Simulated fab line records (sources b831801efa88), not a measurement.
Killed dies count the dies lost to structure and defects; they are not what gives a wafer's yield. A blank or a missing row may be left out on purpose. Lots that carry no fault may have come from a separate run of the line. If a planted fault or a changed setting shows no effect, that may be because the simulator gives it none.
fab line records	flow gf180mcu
record lots=5	wafers=14	lastDay=33
route steps=602 shown V4@487
lots with no fault: from the same line, run without faults
startH: hours from the record's opening day to when the first of the lot's shown wafers began	waitH: hours from the lot's prior step to this one	" identical to the entry in the row above	L1.1+2: a single row standing in for several wafers	- either no value or no given start	* or withheld: withheld	< > ~ a bound
route shown NAME@n: NAME is a module with steps in the file, n the number in the route of the first one	usual: mean/standard deviation taken from wafers without a fault	same: alike in all rows	chamber/n: place in a boat	sites: the reading at each site	_std_site: how widely they spread, as a standard deviation	_edge_site: inner sites' mean taken away from outer sites' mean	radiusMm: how far each site lies from the wafer's centre	mask NAME#n: copy n	behind: the most recent tool/chamber to have shaped the wafer	hold: cause of the lot's hold/its duration in hours/its outcome	device: whichever transistor did not switch (one of n, p or np)	end of line: the route-end tests of the same wafers	a step given without rows: its recipe and nothing more	killed: dies that structure and defects cost at the first sort, which is not the same as the wafer's yield	map: shows each die of a wafer: x if killed, . if not, _ if none is there
set.NAME: the setting the step ran with; set.NAME@STEP: the setting that earlier step ran with	model.NAME: the simulator's own value behind a step, which no gauge read
a table for each step, a row for each wafer; lots at some steps of the route
services: the hour from which a tool's chamber was out of use, counted from the record's first day as startH (under 0 if before that day), plus the number of hours and why
## steps
# step GF_V4_EXPOSE_11
# recipe maskId=Via4	targetCdNm=260	na=0.68	sourceShape=conventional	sigmaOuter=0.6	doseMj=38
# step GF_V4_PEB_12
# recipe pebTempC=135	pebTimeS=90	resist=KrF
# step GF_V4_DEVELOP_13
# recipe developTimeS=60	resist=KrF	devTempC=21
# step GF_V4_CD_MEAS_14
# recipe targetCdNm=260
# usual cdNm=260.2/1.3
lot.wafer	tool	chamber	startH	waitH	cdNm
L879.2	cdSem-02	-	560.52	0.1	259.7
L879.3	"	-	"	"	260.3
L879.5	"	-	"	"	261.4
L881.2	cdSem-01	-	586.15	0.1	260.2
L881.3	"	-	"	"	259.0
L881.5	"	-	"	"	258.7
L886.2	cdSem-01	-	621.92	0.1	259.1
L886.3	"	-	"	"	258.0
L886.5	"	-	"	"	258.8
L889.2	cdSem-02	-	645.87	0.1	259.6
L889.4	"	-	"	"	260.2
L889.5	"	-	"	"	261.4
L896.5	cdSem-01	-	693.81	0.1	258.6
L896.6	"	-	"	"	258.4
# step GF_V4_OVL_MEAS_15
# usual V4_OVL=-3/6.2
lot.wafer	tool	chamber	startH	waitH	V4_OVL[nm]
L879.2	overlay-01	-	560.63	0.1	-2
L879.3	"	-	"	"	-14
L879.5	"	-	"	"	-8
L881.2	overlay-02	-	586.25	0.1	-6
L881.3	"	-	"	"	-14
L881.5	"	-	"	"	-16
L886.2	overlay-01	-	622.03	0.1	-5
L886.3	"	-	"	"	-10
L886.5	"	-	"	"	-8
L889.2	overlay-01	-	645.98	0.1	-2
L889.4	"	-	"	"	-6
L889.5	"	-	"	"	0
L896.5	overlay-01	-	693.87	0.0	6
L896.6	"	-	"	"	2
# step GF_V4_ETCH_16
# recipe chemistry=N2/H2	targetDepthA=withheld	overetchA=withheld	timeS=withheld	target=BARC	ionEnergyEv=200	sourceW=500	biasW=100	pressureMtorr=30	n2FlowSccm=100	h2FlowSccm=200
# usual drypumpMotorCurrentA=5.9/0.3	oesProductAu=0.854/0.0051	throttleValvePct=13.225/0.0085
lot.wafer	tool	chamber	startH	waitH	drypumpMotorCurrentA	oesProductAu	throttleValvePct
L879.2	rieDiel-01	2	560.66	0.0	5.9	0.850	13.224
L879.3	"	3	"	"	5.7	0.853	13.234
L879.5	"	0	"	"	6.5	0.854	13.217
L881.2	rieDiel-01	0	586.28	0.0	6.5	0.854	13.228
L881.3	"	3	"	"	5.6	0.857	13.226
L881.5	"	2	"	"	5.9	0.854	13.235
L886.2	rieDiel-03	0	622.06	0.0	5.5	0.853	13.223
L886.3	"	1	"	"	5.7	0.845	13.215
L886.5	"	0	"	"	5.5	0.851	13.227
L889.2	rieDiel-01	3	646.01	0.0	5.7	0.846	13.234
L889.4	"	2	"	"	5.9	0.849	13.216
L889.5	"	2	"	"	6.0	0.855	13.209
L896.5	rieDiel-03	2	693.90	0.0	5.9	0.856	13.232
L896.6	"	3	"	"	5.9	0.845	13.235
# step GF_V4_ETCH_17
# recipe chemistry=C4F8/O2/Ar	maskMaterial=KrF	target=SiO2	stopOn=TiN	sourceW=1500	biasW=1200	pressureMtorr=40	c4f8FlowSccm=withheld	O2_flow_sccm=6	Ar_flow_sccm=300	timeS=withheld	targetDepthA=6300
# usual oesProductAu=0.856/0.0051
lot.wafer	tool	chamber	startH	waitH	oesProductAu
L879.2	rieDiel-01	2	-	-	0.861
L879.3	"	3	"	"	0.859
L879.5	"	0	"	"	0.854
L881.2	rieDiel-01	0	-	-	0.850
L881.3	"	3	"	"	0.851
L881.5	"	2	"	"	0.860
L886.2	rieDiel-03	0	-	-	0.856
L886.3	"	1	"	"	0.851
L886.5	"	0	"	"	0.849
L889.2	rieDiel-01	3	-	-	0.861
L889.4	"	2	"	"	0.860
L889.5	"	2	"	"	0.849
L896.5	rieDiel-03	2	-	-	0.869
L896.6	"	3	"	"	0.856
# step GF_V4_STRIP_18
# recipe chemistry=O2/N2	powerW=1400	pressureMtorr=1500	platenTempC=250	o2FlowSccm=3000	n2FlowSccm=300	overashFraction=0.5
# usual drypumpMotorCurrentA=5.6/0.51	heaterPowerW=330/11	o2FlowSccm=3000/8.3	oesProductAu=0.592/0.0046
lot.wafer	tool	chamber	startH	waitH	drypumpMotorCurrentA	heaterPowerW	o2FlowSccm	oesProductAu	rfHoursCounterH
L879.2	plasmaAsher-01	1	560.79	-	5.3	343	2993	0.589	49
L879.3	"	0	"	"	5.3	316	2995	0.591	-
L879.5	"	0	"	"	5.3	314	3006	0.588	-
L881.2	plasmaAsher-03	1	586.41	-	6.6	337	3001	0.586	81
L881.3	"	0	"	"	5.5	346	3008	0.590	-
L881.5	"	1	"	"	6.6	333	2990	0.593	-
L886.2	plasmaAsher-03	1	622.19	-	6.6	337	3005	0.590	85
L886.3	"	0	"	"	5.5	336	2998	0.595	-
L886.5	"	1	"	"	6.6	335	3004	0.591	-
L889.2	plasmaAsher-04	0	646.14	-	5.7	324	3016	0.603	103
L889.4	"	1	"	"	4.9	319	2988	0.588	-
L889.5	"	1	"	"	4.9	324	3005	0.588	-
L896.5	plasmaAsher-01	0	694.08	-	5.3	321	3011	0.588	-
L896.6	"	1	"	"	5.3	341	3018	0.583	-
# step GF_V4_STRIP_19
# recipe chemistry=postEtchResidueRemover	timeS=1200	tempC=72.5
# step GF_V4_CLEAN_20
# recipe chemistry=DIW	dry=n2Spin
# step GF_V4_SPUTTER_21
# recipe material=Ti	targetThkNm=15	chamberPressurePa=5	powerW=2500	substrateTempC=200	timeS=80.02
# usual chamberPressurePa=4.999/0.01	throttleValvePct=30.0/1.2
lot.wafer	tool	chamber	startH	waitH	chamberPressurePa	throttleValvePct
L879.2	pvdSputter-04	-	561.66	0.0	4.999	29.6
L879.3	"	-	"	"	5.018	28.8
L879.5	"	-	"	"	5.019	28.7
L881.2	pvdSputter-02	-	586.94	0.0	4.992	31.5
L881.3	"	-	"	"	5.018	29.0
L881.5	"	-	"	"	5.001	30.5
L886.2	pvdSputter-04	-	622.72	0.0	5.001	30.0
L886.3	"	-	"	"	4.992	28.4
L886.5	"	-	"	"	4.987	30.0
L889.2	pvdSputter-01	-	646.67	0.0	4.995	30.8
L889.4	"	-	"	"	4.998	27.8
L889.5	"	-	"	"	4.995	30.8
L896.5	pvdSputter-04	-	694.71	0.0	4.998	29.6
L896.6	"	-	"	"	5.012	28.5
# step GF_V4_SPUTTER_22
# recipe material=TiN	targetThkNm=10	chamberPressurePa=5	powerW=4000	timeS=40
# step GF_V4_CVD_23
# recipe material=W	targetThkNm=350	timeS=104.9	tempC=400	pressureTorr=40
# usual heaterPowerW=874/28
lot.wafer	tool	chamber	startH	waitH	heaterPowerW	model.W_of_V4_CVD_23.thkNm
L879.2	cvdW-01	0	561.76	0.0	855	356.2
L879.3	"	0	"	"	843	356.6
L879.5	"	1	"	"	844	351.7
L881.2	cvdW-02	1	587.04	0.0	908	348.3
L881.3	"	1	"	"	879	345.1
L881.5	"	0	"	"	866	349.4
L886.2	cvdW-01	0	622.82	0.0	860	353.1
L886.3	"	1	"	"	864	348.3
L886.5	"	0	"	"	853	347.1
L889.2	cvdW-01	1	646.77	0.0	848	348.8
L889.4	"	0	"	"	873	349.6
L889.5	"	0	"	"	870	350.7
L896.5	cvdW-01	0	694.86	0.1	884	314.8
L896.6	"	1	"	"	855	311.8
# step GF_V4_RS_MEAS_24
# recipe thkMeasGauge=four-point-probe	reads=W_of_V4_CVD_23+TiN_of_V4_SPUTTER_22+Ti_of_V4_SPUTTER_21
# usual V4_W_RS=0.3276/0.0029
lot.wafer	tool	chamber	startH	waitH	V4_W_RS[ohm/sq]
L879.2	filmMetro-03	-	561.89	0.1	0.3217
L879.3	"	-	"	"	0.3209
L879.5	"	-	"	"	0.3259
L881.2	filmMetro-02	-	587.18	0.1	0.3291
L881.3	"	-	"	"	0.3318
L881.5	"	-	"	"	0.3272
L886.2	filmMetro-02	-	622.95	0.1	0.3242
L886.3	"	-	"	"	0.3292
L886.5	"	-	"	"	0.3300
L889.2	filmMetro-02	-	646.90	0.1	0.3283
L889.4	"	-	"	"	0.3269
L889.5	"	-	"	"	0.3255
L896.5	filmMetro-03	-	694.98	0.1	0.3645
L896.6	"	-	"	"	0.3682
# step GF_V4_THK_MEAS_25
# recipe thkMeasGauge=xrf	reads=W_of_V4_CVD_23
# usual V4_W_THK=348/4.2
lot.wafer	tool	chamber	startH	waitH	V4_W_THK[nm]
L879.2	filmMetro-03	-	562.00	0.1	349
L879.3	"	-	"	"	350
L879.5	"	-	"	"	344
L881.2	filmMetro-02	-	587.29	0.1	346
L881.3	"	-	"	"	342
L881.5	"	-	"	"	347
L886.2	filmMetro-02	-	623.06	0.1	352
L886.3	"	-	"	"	349
L886.5	"	-	"	"	346
L889.2	filmMetro-02	-	647.01	0.1	343
L889.4	"	-	"	"	344
L889.5	"	-	"	"	346
L896.5	filmMetro-03	-	695.06	0.1	318
L896.6	"	-	"	"	316
# step GF_V4_CMP_26
# recipe stopOn=SiO2	downForcePsi=3.5	platenRpm=60	tOverpolishS=15	targetThkNm=0	padVelocityMS=0.94248
# usual motorCurrentA=10.9/1.1	platenRpm=60.00/0.041
lot.wafer	tool	chamber	startH	waitH	motorCurrentA	platenRpm
L879.3	cmp-01	0	562.05	0.0	11.4	60.03
L879.2	"	3	"	"	9.3	59.96
L879.5	"	0	"	"	11.7	59.98
L881.2	cmp-02	3	587.34	0.0	11.4	60.05
L881.3	"	0	"	"	10.0	60.05
L881.5	"	3	"	"	10.6	60.09
L886.2	cmp-01	0	623.11	0.0	12.3	60.01
L886.3	"	1	"	"	12.4	59.96
L886.5	"	1	"	"	12.5	60.02
L889.4	cmp-02	1	647.06	0.0	9.5	60.02
L889.2	"	2	"	"	11.7	59.88
L889.5	"	2	"	"	12.3	59.99
L896.5	cmp-02	1	695.28	0.2	9.1	59.94
L896.6	"	2	"	"	11.4	60.04
## services
tool	chamber	startH	hours	kind
rieDiel-01	1	547.66	2.7	repair
cvdW-01	-	549.62	0.3	repair
rieDiel-01	1	552.32	36.0	repair
pvdSputter-02	-	555.71	0.6	repair
cmp-02	-	557.69	6.6	pm
cmp-02	-	564.62	0.3	repair
cmp-01	-	569.31	7.0	pm
cmp-02	-	572.22	4.0	pm
cmp-02	-	573.43	4.2	repair
cmp-02	-	584.12	2.1	repair
pvdSputter-04	-	585.82	1.3	repair
cmp-01	-	586.65	4.4	pm
rieDiel-03	-	590.12	0.9	repair
plasmaAsher-01	-	600.50	7.9	repair
cvdW-01	0	603.61	4.4	repair
plasmaAsher-01	-	636.15	0.4	repair
rieDiel-03	2	638.81	1.4	repair
cmp-01	-	646.01	10.2	repair
plasmaAsher-01	-	648.58	2.8	pm
rieDiel-03	1	655.48	12.8	repair
rieDiel-01	-	678.22	14.6	pm
plasmaAsher-01	-	678.50	2.4	repair
cmp-02	-	683.03	8.9	repair
plasmaAsher-03	-	688.14	1.6	repair
## key
firstSign step=GF_V4_RS_MEAS_24	reading=V4_W_RS	direction=up	sigmas=13	usual=0.3276	struck=0.3663
effect step=GF_V4_THK_MEAS_25	reading=V4_W_THK	direction=down	sigmas=7.3	usual=348	struck=317
modelEffect step=GF_V4_CVD_23	value=W_of_V4_CVD_23.thkNm	without=351.1	struck=313.3
metAt GF_V4_CVD_23
struckWafers L896.5,L896.6
onsetBetween 646.77 694.86
alsoFits time
fault kind=processParameterDrift	tool=cvdW-01	chamber=-	onsetH=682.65	steps=GF_V4_CVD_23	channel=targetThkNm	offset=-37.788	shape=step	endH=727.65	scope=struckWafersOnly	actsIn=theseRecipesOnly	stated=350
